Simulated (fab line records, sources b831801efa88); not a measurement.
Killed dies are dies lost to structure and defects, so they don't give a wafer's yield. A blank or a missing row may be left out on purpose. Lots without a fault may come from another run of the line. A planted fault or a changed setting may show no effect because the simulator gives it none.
One fault seen from 2 desks | flow sky130 | each desk has only its own numbers; what lay behind them comes last

THE TOOL OWNER'S DESK: litho_track-02
The tool's own readings at SKY_PAD_OPEN_COAT_02 (resist thk 3000 nm): means of the sampled wafers that have a number, for each lot that ran on this tool. A lot is out of limits, marked OUT, if its mean lies more than 4 standard deviations from the usual mean; the brackets give that distance.
Columns: A = spin_speed_rpm at SKY_PAD_OPEN_COAT_02, usual 1999.8 rpm
lot  | first seen here | A
L412 | day 45 02:19    | 2000.2
L417 | day 46 19:35    | 1999.6
L422 | day 48 03:04    | 2000.6
L423 | day 48 04:25    | 1997.9
L433 | day 50 02:34    | 2093.7 (+78) OUT
L434 | day 50 05:29    | 2093.9 (+78) OUT
This desk's finding: out of limits on L433, L434; first on L433, day 50 02:34 (spin_speed_rpm at SKY_PAD_OPEN_COAT_02). In limits: L412, L417, L422, L423.

THE METROLOGY DESK
What the gauges read, lot by lot, whatever tool the lot ran on: means of the sampled wafers that have a number. A lot is out of limits, marked OUT, if its mean lies more than 4 standard deviations from the usual mean; the brackets give that distance.
Columns: A = VIA3_W_RS at SKY_VIA3_RS_MEAS_22, usual 0.291 ohm/sq; B = VIA3_W_THK at SKY_VIA3_THK_MEAS_23, usual 401 nm
lot  | first seen here | A     | B
L412 | day 39 15:06    | 0.288 | 406
L416 | day 40 13:03    | 0.288 | 402
L417 | day 41 11:14    | 0.296 | 390
L420 | day 42 07:35    | 0.293 | 397
L421 | day 42 10:29    | 0.291 | 403
L422 | day 43 00:57    | 0.289 | 406
L423 | day 43 03:55    | 0.294 | 397
L425 | day 43 12:01    | 0.291 | 400
L433 | day 45 12:50    | 0.293 | 399
L434 | day 45 15:58    | 0.290 | 396
L435 | day 46 04:38    | 0.290 | 404
This desk's finding: nothing out of limits on any of the 11 lots.

PUT TOGETHER
The tool owner's desk could have raised an alarm at day 50 02:34, on L433, L434.
The metrology desk saw nothing out of limits.
The metrology desk has L433, L434 on record, within its limits.
Of the lots named, all ran SKY_PAD_OPEN_COAT_02 on litho_track-02.

WHAT THE SIMULATOR HAD PUT IN
Process parameter drift: litho_track-02, from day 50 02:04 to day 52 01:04, at SKY_PAD_OPEN_COAT_02. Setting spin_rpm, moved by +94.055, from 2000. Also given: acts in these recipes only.
Lots struck among those shown: L433, L434.
Hours from the fault's start to each desk's first reading out of limits: the tool owner's desk, 0.
